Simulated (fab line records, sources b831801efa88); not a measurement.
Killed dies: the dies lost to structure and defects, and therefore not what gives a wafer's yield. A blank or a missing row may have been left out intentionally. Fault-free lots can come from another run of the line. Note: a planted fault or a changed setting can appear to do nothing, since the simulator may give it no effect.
Which tool was responsible? -- flow sky130 -- 6 lots, 18 wafers sampled, at 1 step of a route of 708

== WHAT EACH GAUGE READ, for each wafer ==
SKY_VT_ADJUST_LVTN_OVL_MEAS_18.
lot,measured,on,VT_ADJUST_LVTN_01_OVL (nm)
L950,day 8 11:25,overlay-02,0.8 0.7 0.7
L956,day 9 21:10,overlay-01,0.7 1.5 0.4
L960,day 11 03:58,overlay-02,-0.4 -1.1 0.4
L965,day 12 12:28,overlay-02,1.3 0.2 1.6
L968,day 13 13:49,overlay-01,1.7 0.0 0.6
L969,day 14 01:01,overlay-01,0.8 1.7 0.7

== WHICH TOOL RAN EACH LOT (tool, then ch and the chambers of the sampled wafers, then the start) ==
The record holds no process step before these readings.

== THE ANSWER, worked out from the rows above alone ==
Rule: usual is defined by the lots themselves. The widest of any qualifying gaps counts: lots, ordered by their means at a reading, are off when they make up no more than a third of the lots, leave a main group of 4 or more, and stand apart from it by 3 or more times the standard deviation of that group's means. A main group whose means are all the same, to the digits that the tables above print for the reading, isn't used. Also off: a lot with no number at a reading for which 4 or more lots have one. All remaining lots with rows at the step are treated as sound.
Off: L960, seen at SKY_VT_ADJUST_LVTN_OVL_MEAS_18 (VT_ADJUST_LVTN_01_OVL). Main group: mean 0.9 nm, sd 0.14.
If a tool, at a process step before that reading, ran all the lots that are off and no sound lot after the first of them, it fits. Gauges at SKY_VT_ADJUST_LVTN_OVL_MEAS_18: tried the same way as those tools. None of those tried fits.

== WHAT THE SIMULATOR PUT IN ==
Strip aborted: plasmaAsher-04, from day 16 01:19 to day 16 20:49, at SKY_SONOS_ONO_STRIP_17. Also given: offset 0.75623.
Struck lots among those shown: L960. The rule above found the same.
